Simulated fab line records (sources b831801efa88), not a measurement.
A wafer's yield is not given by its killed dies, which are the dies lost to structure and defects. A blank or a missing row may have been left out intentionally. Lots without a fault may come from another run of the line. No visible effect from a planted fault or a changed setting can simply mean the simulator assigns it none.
Matching of chambers | flow gf180mcu | GF_HV_LDD_ETCHBACK_58 on rie diel-04 has 4 sister chambers
The step etches Si3N4 in CH3F/O2, stops on SiO2, time 100 s, target depth 90 nm. 16 wafers are shown with their chamber, then 8 later ones without.

## WAFERS PAIRED WITH THEIR CHAMBERS
wafer  | chamber | drypump motor current A (A) | throttle valve pct (%) | oes product au (a.u.)
L076.1 | 1       | 5.8                         | 10.564                 | 0.839
L076.4 | 3       | 6.6                         | 10.554                 | 0.839
L076.6 | 2       | 6.5                         | 10.587                 | 0.829
L079.3 | 1       | 5.9                         | 10.560                 | 0.847
L079.4 | 3       | 6.5                         | 10.558                 | 0.835
L079.5 | 2       | 6.4                         | 10.556                 | 0.841
L081.1 | 0       | 6.0                         | 10.560                 | 0.846
L081.3 | 2       | 6.4                         | 10.560                 | 0.852
L081.6 | 2       | 6.5                         | 10.563                 | 0.851
L085.3 | 2       | 6.4                         | 10.552                 | 0.847
L085.5 | 0       | 6.0                         | 10.545                 | 0.843
L085.6 | 1       | 5.8                         | 10.561                 | 0.840
L088.1 | 1       | 5.8                         | 10.573                 | 0.843
L088.2 | 3       | 6.6                         | 10.560                 | 0.848
L088.5 | 1       | 5.9                         | 10.559                 | 0.848
L093.2 | 1       | 5.9                         | 10.547                 | 0.847

SIGNATURES (averages over the wafers above)
reading                 | chamber 0 | chamber 1 | chamber 2 | chamber 3 | scatter within a chamber
drypump motor current A | 6.000     | 5.850     | 6.440     | 6.567     | 0.053
throttle valve pct      | 10.55250  | 10.56067  | 10.56360  | 10.55733  | 0.0102
oes product au          | 0.84450   | 0.84400   | 0.84400   | 0.84067   | 0.00662
Rule: a wafer lies at a distance from a chamber equal to the root of the sum of squares, over the readings, of (its reading less the chamber's mean, divided by the reading's scatter). If the next closest chamber is less than 2 further off than the closest, the wafer can't be placed; otherwise it belongs to the closest. The scatter: take each reading less its chamber's mean, square it, sum over the shown wafers, divide by the number of wafers less the number of chambers, and take the root.

## WAFERS MISSING THEIR CHAMBER
wafer  | drypump motor current A (A) | throttle valve pct (%) | oes product au (a.u.)
L093.5 | 6.5                         | 10.564                 | 0.854
L093.6 | 5.9                         | 10.562                 | 0.836
L096.1 | 6.0                         | 10.567                 | 0.838
L096.3 | 6.6                         | 10.567                 | 0.840
L096.5 | 6.5                         | 10.558                 | 0.839
L097.2 | 5.9                         | 10.571                 | 0.844
L097.4 | 6.5                         | 10.566                 | 0.851
L097.5 | 5.9                         | 10.559                 | 0.851

## WHICH CHAMBER EACH ONE RAN IN
wafer  | from the rows above     | in truth
L093.5 | can't be placed: 2 or 3 | 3
L093.6 | can't be placed: 1 or 0 | 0
L096.1 | can't be placed: 0 or 1 | 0
L096.3 | can't be placed: 3 or 2 | 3
L096.5 | can't be placed: 3 or 2 | 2
L097.2 | can't be placed: 1 or 0 | 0
L097.4 | can't be placed: 2 or 3 | 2
L097.5 | can't be placed: 1 or 0 | 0
Correct placement for 0 of the 8. These rows do not allow placing 8 (true chamber among the candidates in 8). Wrongly placed: 0.
